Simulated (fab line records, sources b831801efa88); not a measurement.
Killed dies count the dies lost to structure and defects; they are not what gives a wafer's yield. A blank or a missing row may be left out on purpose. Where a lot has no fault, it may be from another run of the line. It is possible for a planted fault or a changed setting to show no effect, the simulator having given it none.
Problem report in the 8D (eight disciplines) form, filled by code :: flow sky130 :: the parts of the form that need people (team, actions taken, sign-off) are left out

## 1. THE PROBLEM
Wafers without a fault read 14.18 s, standard deviation 0.04; stripTimeToEndpointS at SKY_GATE_OXIDE_STRIP_13 reads a mean of 13.87 s on 9 wafers belonging to 3 lots. Measured from the usual mean, that is -7.7 standard deviations.
The step: strips in O2/N2.
Earliest sighting: wafer L653.3 on plasmaAsher-01 at day 19 01:37. The record holds 39 wafers of 13 lots with a number at this step. The rule behind "out" and "out of limits": a value lying over 4 standard deviations away from the usual mean. The other wafers with a number count as sound.

## 2. WHAT IT IS, WHAT IT ISN'T
question: which readings at this step
is: stripTimeToEndpointS
is not: drypumpMotorCurrentA, oesProductAu

question: which lots
is: L653, L654, L655
is not: L639, L641, L643, L644, L645, L647, L651, L652, L656, L658

question: which wafers of those lots
is: all that have a number
is not: -

question: read on which tools
is: plasmaAsher-01, plasmaAsher-03
is not: plasmaAsher-04

question: when
is: from day 19 01:37
is not: up to then (24 sound wafers); but 6 sound wafers of L656, L658 came after

## 3. THE SUSPECTS, EACH WITH WHAT RULES IT OUT
Counting: any tool at a process step up to the reading is kept as a suspect provided that every lot that is out went through it and no sound lot did after the first of them.
- lithoTrack-02 at SKY_GATE_OXIDE_COAT_05 (resist thk 1140 nm): kept. It processed each lot that is out, first L653 at day 18 09:50, and no sound lot thereafter; up to then, the last sound lot it processed was L645 at day 15 12:59.
Left after counting: lithoTrack-02 at SKY_GATE_OXIDE_COAT_05.

## 4. THE CAUSE (what the simulator had put in)
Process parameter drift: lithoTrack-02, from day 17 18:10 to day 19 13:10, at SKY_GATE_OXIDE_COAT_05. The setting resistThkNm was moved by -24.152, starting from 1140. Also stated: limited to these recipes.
After counting, this tool was the only one left.

## 5. THE CHAIN OF EFFECTS, in route order
One row per reading whose mean, taken over the struck wafers that have a number, lies over 3 standard deviations from the usual. Only readings for which the record gives a usual standard deviation are gone through. hours: the time from each lot's start at the first step in this table that gives one to its start at this step, as a median over the lots. sigmas: the change in usual standard deviations.
hours: 0
step: SKY_GATE_OXIDE_STRIP_13
reading: stripTimeToEndpointS
usual: 14.18 s
on struck wafers: 13.87
change: -0.31
sigmas: -7.7
Its process steps:
- SKY_GATE_OXIDE_STRIP_13: strips in O2/N2.
Later measuring or inspecting steps at which every struck wafer that the step has a row for has a number for every such reading, and none has moved that far: SKY_POLY_GATE_THK_MEAS_01.

## 6. WHAT WOULD HAVE CAUGHT IT SOONER
In this record no reading fell out of limits until day 19 01:37, 31 hours after the fault had begun at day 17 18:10.
No tool reading at SKY_GATE_OXIDE_COAT_05 that has a usual standard deviation in the record was out on any struck wafer, so an alarm limit of 4 standard deviations on those readings would not have fired.
By day 19 01:37 the whole set of lots that are out, 3 in number, had already begun SKY_GATE_OXIDE_COAT_05 on lithoTrack-02. A hold on the tool at that time would have spared none of them.
